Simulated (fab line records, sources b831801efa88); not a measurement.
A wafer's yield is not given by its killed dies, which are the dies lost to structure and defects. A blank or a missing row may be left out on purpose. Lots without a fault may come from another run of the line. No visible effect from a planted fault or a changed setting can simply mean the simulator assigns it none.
Which of the tools did it? -- flow sky130 -- Sampling: 13 lots, 39 wafers, 2 of 708 route steps

WHAT THE GAUGES READ, wafer by wafer
SKY_VIA4_THK_MEAS_20: measures by xrf. Usual: VIA4_W_THK gives 472 nm (standard deviation 5.4).
lot,measured,on,VIA4_W_THK (nm),flag
L191,day 44 04:38,film-metro-03,472 472 466,
L190,day 44 05:32,film-metro-04,460 459 465,
L192,day 44 10:55,film-metro-04,469 476 473,
L193,day 44 11:52,film-metro-01,467 475 468,
L194,day 44 23:02,film-metro-01,465 471 467,
L195,day 45 12:46,film-metro-04,468 469 469,
L197,day 45 16:26,film-metro-04,479 472 475,
L202,day 47 09:23,film-metro-01,476 473 469,
L204,day 47 11:28,film-metro-01,478 478 478,
L207,day 48 03:50,film-metro-01,484 468 473,
L206,day 48 04:31,film-metro-04,467 471 464,
L210,day 49 12:29,film-metro-01,464 472 460,
L208,day 49 15:59,film-metro-04,462 467 458,

TOOL THAT RAN EACH LOT (tool first, then ch and the chambers of the sampled wafers, then the start)
lot,SKY_CAPM_STRIP_15
L191,"wet-bench-04 ch 3, day 38 22:09"
L190,"wet-bench-02 ch 1, day 38 22:56"
L192,"wet-bench-04 ch 2, day 39 05:32"
L193,"wet-bench-02 ch 0, day 39 05:50"
L194,"wet-bench-04 ch 0, day 39 22:17"
L195,"wet-bench-04 ch 1, day 40 10:51"
L197,"wet-bench-01 ch 1, day 40 16:09"
L202,"wet-bench-01 ch 2, day 42 12:20"
L204,"wet-bench-02 ch 0, day 42 15:08"
L207,"wet-bench-04 ch 3, day 43 10:02"
L206,"wet-bench-02 ch 1, day 43 11:24"
L210,"wet-bench-01 ch 1, day 45 03:54"
L208,"wet-bench-04 ch 3, day 45 06:31"
- SKY_CAPM_STRIP_15: strips in post etch residue remover, time 1229 s.

AS READ BY THE TOOLS THEMSELVES (means over the sampled wafers that have a number; for cases with no such wafer, the mark the record gives instead)
The record holds no such reading with a usual standard deviation.

THE ANSWER, worked out from the rows above alone
Rule: take the mean of a lot's wafers that have a number; if it is more than 3 standard deviations from the usual mean, the lot is off. A lot without any number at a reading at which 4 lots or more have one is off too. Where the step has rows for the other lots, those lots are counted as sound. Order of review: gauges by route order, followed by the tools' own readings, for which a lot's mean as printed above is used. At the first step where some lot is off, the reading lying furthest off is the one used; lots without a number count as furthest.
No lot is off on any of the readings shown, so nothing can be concluded from this.

WHAT THE SIMULATOR PUT IN
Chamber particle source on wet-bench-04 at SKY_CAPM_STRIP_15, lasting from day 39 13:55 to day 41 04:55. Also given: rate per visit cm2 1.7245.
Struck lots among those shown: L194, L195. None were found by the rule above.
